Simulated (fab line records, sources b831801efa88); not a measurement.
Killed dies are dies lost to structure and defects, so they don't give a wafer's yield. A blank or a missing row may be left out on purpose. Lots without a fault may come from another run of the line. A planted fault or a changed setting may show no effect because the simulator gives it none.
A struck lot beside a sound one | flow sky130 | 15 steps out of a route of 708
Sound: wafers L938.2, L938.3, L938.4. Struck: wafers L948.1, L948.2, L948.4. The cause comes at the end.
At each step with rows: each side's tool, then ch and its chambers, then its first start. Under that, the readings that differ: sound wafers | struck wafers | difference of the means | sigmas: that difference in standard deviations of wafers without a fault.
alike: readings whose means differ by less than 2 such deviations, and words and numbers that are the same on both sides. not compared: withheld readings, readings that some wafer has no value for, bounds like >300 that may hide the same value, and numbers for which the record gives no deviation and whose values overlap.
The two part at a step that has a row with sigmas, a row that says differs or no value, or rows on one side only. Numbers that don't overlap but have no deviation are shown without sigmas and don't part them. A reading that every wafer of one side lacks parts them only if that side has two wafers or more.

first, 3 steps without rows for these wafers: SKY_CONTACT_EXPOSE_11 (exposes mask CTM1, target cd 170 nm); SKY_CONTACT_PEB_12; SKY_CONTACT_DEVELOP_13 (develop time 60 s).
SKY_CONTACT_CD_MEAS_14: target cd 170 nm.
  sound on cd_sem-01, day 33 08:31; struck on cd_sem-02, day 36 09:23
  alike: cd_nm
SKY_CONTACT_OVL_MEAS_15:
  sound on overlay-01, day 33 08:37; struck on overlay-01, day 36 09:30
  alike: CONTACT_OVL
SKY_CONTACT_ETCH_16: etches BARC in N2/H2, stops on SiO2, time 45.9 s, target depth 60 nm.
  sound on rie_diel-04 ch 1,2,3, day 33 08:39; struck on rie_diel-02 ch 0,1,3, day 36 09:32
  alike: bias_w, chamber_pressure_mTorr, drypump_motor_current_A, oes_product_au, rf_fwd_power_W, throttle_valve_pct
  not compared: rf_hours_counter_h
SKY_CONTACT_ETCH_17: etches SiO2 in C4F8/O2/Ar, stops on Si3N4, target depth 340 nm.
  sound on rie_diel-04 ch 1,2,3, day 33 08:41; struck on rie_diel-02 ch 0,1,3, day 36 09:35
  alike: bias_w, chamber_pressure_mTorr, oes_product_au, rf_fwd_power_W
SKY_CONTACT_ETCH_18: etches Si3N4 in CHF3/O2, stops on TiN, time 39 s, target depth 75 nm.
  sound on rie_diel-04 ch 1,2,3; struck on rie_diel-02 ch 0,1,3
  alike: bias_w, chamber_pressure_mTorr, drypump_motor_current_A, oes_product_au, rf_fwd_power_W, throttle_valve_pct
  not compared: rf_hours_counter_h
SKY_CONTACT_STRIP_19: strips in O2/N2.
  sound on plasma_asher-01 ch 0,1, day 33 08:53; struck on plasma_asher-04 ch 0,1, day 36 09:40
  alike: chamber_pressure_mTorr, drypump_motor_current_A, oes_product_au, strip_time_to_endpoint_s
  not compared: rf_hours_counter_h
then, 3 steps without rows for these wafers: SKY_CONTACT_STRIP_20 (strips in post etch residue remover, time 1200 s); SKY_CONTACT_CLEAN_21 (cleans in IPA, time 180 s); SKY_CONTACT_CLEAN_22 (cleans in O3/DIW).
SKY_CONTACT_SPUTTER_23: material TiN, target thk 20 nm, time 80 s.
  sound on pvd_sputter-01, day 33 09:28; struck on pvd_sputter-01, day 36 10:22
  no value came back on the struck wafers for cathode_dc_power_W (W), chamber_pressure_pa (Pa), throttle_valve_pct (%); on the sound wafers cathode_dc_power_W (W) reads 4000.4 3999.9 4001.0
SKY_CONTACT_CVD_24: deposits W, target thk 340 nm, time 102.12 s.
  sound on cvd_w-01 ch 0,1, day 33 09:32; struck on cvd_w-01 ch 0,1, day 36 10:26
  alike: heater_power_outer_w, heater_power_w
-- the record jumps here: 13 days lie between the struck wafers' starts before and after (it left off in module CONTACT and takes up again in module PAD_OPEN, whose first step shown is number 708 of the route) --
SKY_PAD_OPEN_PROBE_99:
  the record has rows for the struck wafers here (prober-01, day 49 06:40) and none for the sound ones

WHERE THEY PART
First at SKY_CONTACT_SPUTTER_23; last, within this record, at SKY_PAD_OPEN_PROBE_99.

WHY: what the simulator had put in
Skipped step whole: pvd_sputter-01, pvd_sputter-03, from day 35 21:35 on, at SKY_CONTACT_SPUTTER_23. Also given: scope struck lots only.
